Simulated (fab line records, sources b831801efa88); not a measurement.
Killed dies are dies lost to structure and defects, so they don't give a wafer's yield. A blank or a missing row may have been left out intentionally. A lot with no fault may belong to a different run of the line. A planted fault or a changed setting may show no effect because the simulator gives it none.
One fault seen from 2 desks ; flow gf180mcu ; only its own numbers are on each desk; what lay behind them is given at the end

== METROLOGY DESK ==
What the gauges read, lot by lot, whatever tool the lot ran on: means of the sampled wafers that have a number. The brackets show how far a lot's mean lies from the usual mean; more than 4 standard deviations puts the lot out of limits, marked OUT.
Columns: A = STI_CVD_03_THK at GF_STI_THK_MEAS_04, usual 206.8 nm; B = STI_OXIDATION_01_THK at GF_STI_THK_MEAS_22, usual 14.92 nm; C = MVSD_RS at GF_VT_IMPLANT_RS_MEAS_46, usual 457.0 ohm/sq; D = cd-nm at GF_NSD_CD_MEAS_07, usual 399.7 nm
lot;first seen here;A;B;C;D
L254;day 1 14:05;206.1;14.78;457.0;397.5
L255;day 1 18:34;207.9;14.74;457.3;396.6
L256;day 1 23:34;211.8;14.41;458.7;402.9
L257;day 2 04:35;208.6;14.98;455.5;400.1
L262;day 3 05:34;253.4 (+25) OUT;15.30;457.7;399.0
L266;day 4 01:35;207.6;15.55;457.4;401.5
L267;day 4 06:34;208.1;15.24;456.4;396.4
L269;day 4 17:32;206.8;14.73;457.0;396.9
L270;day 4 21:34;205.8;15.11;456.5;395.9
L272;day 5 07:35;206.7;15.13;456.6;399.9
L273;day 5 13:11;206.7;15.06;456.9;399.9
L274;day 5 19:16;208.5;14.71;458.2;401.9
This desk's finding: out of limits on L262; first on L262, day 3 05:34 (STI_CVD_03_THK at GF_STI_THK_MEAS_04). In limits: L254, L255, L256, L257, L266, L267, L269, L270, L272, L273, L274.

== DESK OF THE TOOL OWNER: lpcvd-01 ==
The tool's own readings at GF_STI_CVD_03 (deposits Si3N4 from DCS/NH3, target thk 207.16 nm, time 3551 s): means of the sampled wafers that have a number, for each lot that ran on this tool. The brackets show how far a lot's mean lies from the usual mean; more than 4 standard deviations puts the lot out of limits, marked OUT.
Columns: A = zone-power-lower-pct at GF_STI_CVD_03, usual 13.1 %
lot;first seen here;A
L256;day 1 21:34;14.2
L257;day 2 02:34;15.4
L262;day 3 03:34;14.2
This desk's verdict: no lot among the 3 shows anything out of limits.

== BROUGHT TOGETHER ==
An alarm was possible from the metrology desk at day 3 05:34, on L262.
The desk of the tool owner found nothing out of limits.
Tool owner's desk: L262 on record, inside its limits.
Every lot named ran GF_STI_CVD_03 on lpcvd-01.

== WHAT THE SIMULATOR HAD INSERTED ==
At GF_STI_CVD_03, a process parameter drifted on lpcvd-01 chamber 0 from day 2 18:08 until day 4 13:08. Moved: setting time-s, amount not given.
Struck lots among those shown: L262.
Hours from the fault's start to each desk's first reading out of limits: the metrology desk, 11.
